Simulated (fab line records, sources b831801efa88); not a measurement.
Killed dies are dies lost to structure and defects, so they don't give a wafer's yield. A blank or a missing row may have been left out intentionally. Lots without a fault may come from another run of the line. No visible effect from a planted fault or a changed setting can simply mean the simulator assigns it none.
Which of the tools did it?	flow gf180mcu	7 lots, 21 wafers sampled, at 1 step of a route of 602

== WHAT THE GAUGES READ, wafer by wafer ==
GF_STI_THK_MEAS_24.
lot	measured	on	STI_CVD_23_THK (nm)
L361	day 2 19:16	film metro-03	660 647 662
L363	day 2 23:02	film metro-01	664 644 635
L367	day 3 17:02	film metro-04	647 636 650
L369	day 4 02:17	film metro-01	649 643 664
L372	day 4 17:11	film metro-04	642 644 634
L377	day 5 21:48	film metro-03	652 645 634
L382	day 6 21:13	film metro-04	654 661 651

== WHAT TOOL EACH LOT RAN ON (gives the tool, then ch and the chambers of the sampled wafers, and finally the start) ==
Record: no process step prior to these readings.

== THE ANSWER, worked out from the rows above alone ==
Rule: what is usual is taken from the lots themselves. Put in order of their means at a reading, lots are off if they are a third of the lots or fewer, leave a main group of 4 or more, and stand apart from it by a gap of 3 or more times the standard deviation of the main group's means; of several such gaps the widest counts. The tables above print the reading to a certain number of digits; a main group whose means all agree to those digits is not used. Also off: a lot with no number at a reading for which 4 or more lots have one. Any other lot the step has rows for is counted as sound.
No lot is off at any reading shown: from this, nothing can be told.

== WHAT THE SIMULATOR HAD INSERTED ==
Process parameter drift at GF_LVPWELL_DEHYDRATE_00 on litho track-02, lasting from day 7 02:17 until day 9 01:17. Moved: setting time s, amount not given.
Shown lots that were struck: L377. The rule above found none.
